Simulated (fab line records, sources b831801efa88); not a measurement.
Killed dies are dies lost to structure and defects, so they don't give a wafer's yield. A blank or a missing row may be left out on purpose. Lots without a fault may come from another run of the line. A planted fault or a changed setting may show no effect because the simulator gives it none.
Which tool did it? | flow sky130 | 14 lots, 42 wafers sampled, at 4 steps of a route of 708

WHAT THE GAUGES READ, wafer by wafer
The record holds no reading of a measuring or inspecting step that can be judged against a usual standard deviation.

WHICH TOOL RAN EACH LOT (tool, then ch and the chambers of the sampled wafers, then the start)
lot  | SKY_CONTACT_CMP_27            | SKY_METAL1_SPUTTER_04        | SKY_VIA1_CVD_21               | SKY_VIA2_EXPOSE_09
L822 | cmp-01 ch 0,1,2, day 31 13:10 | pvd_sputter-02, day 31 13:33 | cvd_w-02 ch 0,1, day 33 22:00 | krf_scanner-02 ch 0, day 35 16:08
L824 | cmp-01 ch 0,3, day 32 05:22   | pvd_sputter-03, day 32 05:43 | cvd_w-02 ch 0,1, day 34 12:14 | krf_scanner-02 ch 0, day 36 07:08
L828 | cmp-02 ch 0,3, day 34 05:31   | pvd_sputter-04, day 34 05:55 | cvd_w-01 ch 0, day 36 13:04   | krf_scanner-01 ch 0, day 38 06:07
L827 | cmp-01 ch 1,3, day 34 09:26   | pvd_sputter-04, day 34 09:47 | cvd_w-02 ch 0,1, day 36 17:01 | krf_scanner-01 ch 0, day 38 10:19
L830 | cmp-01 ch 0,3, day 34 19:52   | pvd_sputter-04, day 34 20:16 | cvd_w-02 ch 0,1, day 37 02:58 | krf_scanner-01 ch 0, day 38 19:59
L831 | cmp-02 ch 1,2, day 34 23:10   | pvd_sputter-04, day 34 23:34 | cvd_w-01 ch 0,1, day 37 06:01 | krf_scanner-01, day 38 22:53
L829 | cmp-02 ch 1,2,3, day 35 01:53 | pvd_sputter-02, day 35 02:17 | cvd_w-01 ch 0,1, day 37 09:23 | krf_scanner-01, day 39 02:16
L832 | cmp-02 ch 0,1, day 35 03:50   | pvd_sputter-02, day 35 04:14 | cvd_w-02 ch 0, day 37 10:03   | krf_scanner-01 ch 0, day 39 03:05
L839 | cmp-02 ch 0,3, day 37 08:10   | pvd_sputter-02, day 37 08:34 | cvd_w-01 ch 0,1, day 39 14:10 | krf_scanner-01 ch 0, day 41 15:37
L840 | cmp-02 ch 0,2,3, day 37 14:17 | pvd_sputter-02, day 37 14:41 | cvd_w-01 ch 0,1, day 39 20:56 | krf_scanner-01 ch 0, day 41 18:38
L842 | cmp-02 ch 0,1,3, day 37 23:29 | pvd_sputter-02, day 37 23:52 | cvd_w-01 ch 0,1, day 40 03:53 | krf_scanner-01 ch 0, day 41 21:19
L843 | cmp-01 ch 0,2, day 38 06:59   | pvd_sputter-02, day 38 07:19 | cvd_w-01 ch 0,1, day 40 11:41 | krf_scanner-01 ch 0, day 42 01:05
L844 | cmp-02 ch 0,1, day 38 15:21   | pvd_sputter-04, day 38 15:41 | cvd_w-01 ch 0,1, day 40 20:39 | krf_scanner-01 ch 0, day 42 08:55
L845 | cmp-01 ch 0,2,3, day 38 17:47 | pvd_sputter-04, day 38 18:11 | cvd_w-02 ch 0,1, day 40 21:56 | krf_scanner-01 ch 0, day 42 10:27
- SKY_CONTACT_CMP_27: polishes, stops on SiO2, t overpolish 15 s, target thk 0 nm.
- SKY_METAL1_SPUTTER_04: material TiN, target thk 70 nm, time 58.3 s.
- SKY_VIA1_CVD_21: deposits W, target thk 270 nm, time 80.902 s.
- SKY_VIA2_EXPOSE_09: exposes mask VIM2, target cd 200 nm.

WHAT THE TOOLS THEMSELVES READ (means of the sampled wafers that have a number; where no wafer has one, the mark that the record gives instead)
SKY_CONTACT_CMP_27.
lot  | tool   | head_pressure_psi (psi) | motor_current_A (A) | overpolish_run_s (s) | time_to_endpoint_s (s)
L822 | cmp-01 | 3.496                   | 10.3                | 15.009               | 83.5
L824 | cmp-01 | 3.497                   | 12.4                | 15.011               | 86.1
L828 | cmp-02 | 3.501                   | 10.2                | 14.998               | 82.6
L827 | cmp-01 | 3.506                   | 11.1                | 15.005               | 83.2
L830 | cmp-01 | 3.499                   | 12.2                | 15.003               | 82.7
L831 | cmp-02 | 3.499                   | 11.9                | 15.006               | 85.8
L829 | cmp-02 | 3.494                   | 11.4                | 14.993               | 82.4
L832 | cmp-02 | 3.500                   | 11.0                | 15.004               | 84.8
L839 | cmp-02 | 3.503                   | 10.3                | 14.990               | 80.1
L840 | cmp-02 | 3.499                   | 10.5                | 14.995               | 79.7
L842 | cmp-02 | 3.500                   | 10.8                | 14.991               | 81.6
L843 | cmp-01 | 3.495                   | 11.4                | 14.997               | 87.4
L844 | cmp-02 | 3.496                   | 10.2                | 15.005               | 83.2
L845 | cmp-01 | 3.497                   | 10.7                | 15.005               | 83.0

SKY_METAL1_SPUTTER_04.
lot  | tool           | chamber_pressure_pa (Pa) | throttle_valve_pct (%)
L822 | pvd_sputter-02 | 0.4000                   | 30.2
L824 | pvd_sputter-03 | 0.4004                   | 30.8
L828 | pvd_sputter-04 | 0.4008                   | 30.3
L827 | pvd_sputter-04 | 0.4007                   | 29.9
L830 | pvd_sputter-04 | 0.3999                   | 30.1
L831 | pvd_sputter-04 | 0.4003                   | 30.0
L829 | pvd_sputter-02 | 0.3996                   | 30.4
L832 | pvd_sputter-02 | 0.3996                   | 29.7
L839 | pvd_sputter-02 | 0.4015                   | 29.7
L840 | pvd_sputter-02 | 0.3997                   | 29.7
L842 | pvd_sputter-02 | 0.4006                   | 30.4
L843 | pvd_sputter-02 | 0.4004                   | 30.7
L844 | pvd_sputter-04 | 0.3991                   | 30.3
L845 | pvd_sputter-04 | 0.3991                   | 29.8

SKY_VIA1_CVD_21.
lot  | tool     | heater_power_w (W)
L822 | cvd_w-02 | 791
L824 | cvd_w-02 | 833
L828 | cvd_w-01 | 698
L827 | cvd_w-02 | 827
L830 | cvd_w-02 | 812
L831 | cvd_w-01 | 868
L829 | cvd_w-01 | 854
L832 | cvd_w-02 | 843
L839 | cvd_w-01 | 821
L840 | cvd_w-01 | 826
L842 | cvd_w-01 | 829
L843 | cvd_w-01 | 834
L844 | cvd_w-01 | 943
L845 | cvd_w-02 | 829

SKY_VIA2_EXPOSE_09.
lot  | tool           | exposure_dose_mJ_cm2 | focus_offset_nm (nm) | stage_vel_mm_s (mm/s)
L822 | krf_scanner-02 | 37.99                | 0.2                  | 500.04
L824 | krf_scanner-02 | 37.98                | 0.0                  | 499.94
L828 | krf_scanner-01 | 37.95                | -1.2                 | 500.17
L827 | krf_scanner-01 | 37.94                | 0.0                  | 500.14
L830 | krf_scanner-01 | 37.97                | 0.4                  | 500.26
L831 | krf_scanner-01 | -                    | -                    | -
L829 | krf_scanner-01 | -                    | -                    | -
L832 | krf_scanner-01 | 37.91                | 0.6                  | 499.69
L839 | krf_scanner-01 | 37.91                | 1.3                  | 499.93
L840 | krf_scanner-01 | 37.87                | -0.0                 | 500.28
L842 | krf_scanner-01 | 37.96                | 0.2                  | 500.18
L843 | krf_scanner-01 | 37.98                | 0.4                  | 500.09
L844 | krf_scanner-01 | 37.90                | 0.3                  | 499.65
L845 | krf_scanner-01 | 37.95                | 0.2                  | 499.89

THE ANSWER, worked out from the rows above alone
Rule: what is usual is taken from the lots themselves. Put in order of their means at a reading, lots are off if they are a third of the lots or fewer, leave a main group of 4 or more, and stand apart from it by a gap of 3 or more times the standard deviation of the main group's means; of several such gaps the widest counts. A main group whose means are all the same, to the digits that the tables above print for the reading, isn't used. A lot without any number at a reading at which 4 lots or more have one is off too. The other lots that the step has rows for count as sound. The gauges are gone through in route order, then the tools' own readings, and for those a lot's mean is taken as printed above. The first step at which some lot is off is used, and at that step the reading that is off furthest; a lot without a number counts as furthest.
Off: L831, L829, at SKY_VIA2_EXPOSE_09 (exposure_dose_mJ_cm2). Without a number there: L831, L829. The main group: mean 37.94, standard deviation 0.036.
A tool fits if, at that step or a process step before it, it ran every lot that is off, and no sound lot after the first of them. None of those tried fits.

WHAT THE SIMULATOR HAD PUT IN
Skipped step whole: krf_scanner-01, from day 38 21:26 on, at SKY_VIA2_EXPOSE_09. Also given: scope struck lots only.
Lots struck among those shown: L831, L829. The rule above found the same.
